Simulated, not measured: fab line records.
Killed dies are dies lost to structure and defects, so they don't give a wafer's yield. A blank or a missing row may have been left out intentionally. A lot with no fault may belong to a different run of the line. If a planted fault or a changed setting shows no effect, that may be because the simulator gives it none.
2 desks, one fault    flow gf180mcu    numbers are kept per desk, each desk with only its own; the story behind them comes last
Where a reading is given only as a bound, like >300, the bound stands for it, and a mean or a difference that rests on one is marked > or <: the true number lies beyond.

TOOL OWNER'S DESK, cvd w-02
The tool's own readings at GF_V3_CVD_23 (deposits W, target thk 350 nm, time 104.9 s): means of the sampled wafers that have a number, for each lot that ran on this tool. Marked OUT: a lot whose mean sits more than 4 standard deviations from the usual mean, which makes it out of limits; the brackets give that distance.
Columns: A = chamber pressure Torr at GF_V3_CVD_23, usual 39.99 Torr; B = heater power outer w at GF_V3_CVD_23, usual 479 W; C = heater power w at GF_V3_CVD_23, usual 808 W
lot   first seen here  A      B    C
L512  day 23 09:29     39.93  482  825
L515  day 24 14:49     39.99  486  839
L530  day 29 04:37     40.01  496  822
L531  day 29 10:22     40.06  495  832
Result from this desk: across the 4 lots, nothing is out of limits.

FROM THE METROLOGY DESK
What the gauges read, lot by lot, whatever tool the lot ran on: means of the sampled wafers that have a number. Marked OUT: a lot whose mean sits more than 4 standard deviations from the usual mean, which makes it out of limits; the brackets give that distance.
Columns: A = V3_W_RS at GF_V3_RS_MEAS_24, usual 0.326 ohm/sq; B = V3_W_THK at GF_V3_THK_MEAS_25, usual 346 nm; C = M4_ALCU_RS at GF_M4_RS_MEAS_05, usual 0.0692 ohm/sq
lot   first seen here  A                         B              C
L511  day 23 06:48     0.326                     343            0.0694
L512  day 23 09:36     0.326                     344            0.0681
L515  day 24 14:55     0.323                     346            0.0692
L517  day 25 10:29     0.324                     347            0.0688
L520  day 26 09:35     0.324                     346            0.0694
L523  day 27 06:11     43.669 (+99 or more) OUT  <0 (<-60) OUT  -
L524  day 27 11:11     44.312 (+99 or more) OUT  <0 (<-60) OUT  -
L525  day 27 19:55     44.352 (+99 or more) OUT  <0 (<-60) OUT  -
L526  day 28 02:49     0.322                     350            0.0687
L530  day 29 04:45     0.328                     343            0.0680
L531  day 29 10:28     0.330                     345            0.0702
L532  day 29 16:55     0.323                     350            0.0696
This desk finds L523, L524, L525 out of limits, with the earliest case on L523 at day 27 06:11 (V3_W_RS at GF_V3_RS_MEAS_24). Within limits: L511, L512, L515, L517, L520, L526, L530, L531, L532.

PUT TOGETHER
At day 27 06:11 the metrology desk could have sounded an alarm, on L523, L524, L525.
The desk of the tool owner found nothing out of limits.
The tool owner's desk has no number on record for L523, L524, L525.
All the named lots went through GF_V3_CVD_23 on cvd w-02.

WHAT WAS PUT IN BY THE SIMULATOR
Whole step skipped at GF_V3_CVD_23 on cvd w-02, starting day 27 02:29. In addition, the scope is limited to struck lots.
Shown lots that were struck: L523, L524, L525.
Time in hours between the start of the fault and the first out-of-limits reading at each desk: metrology desk, 4.
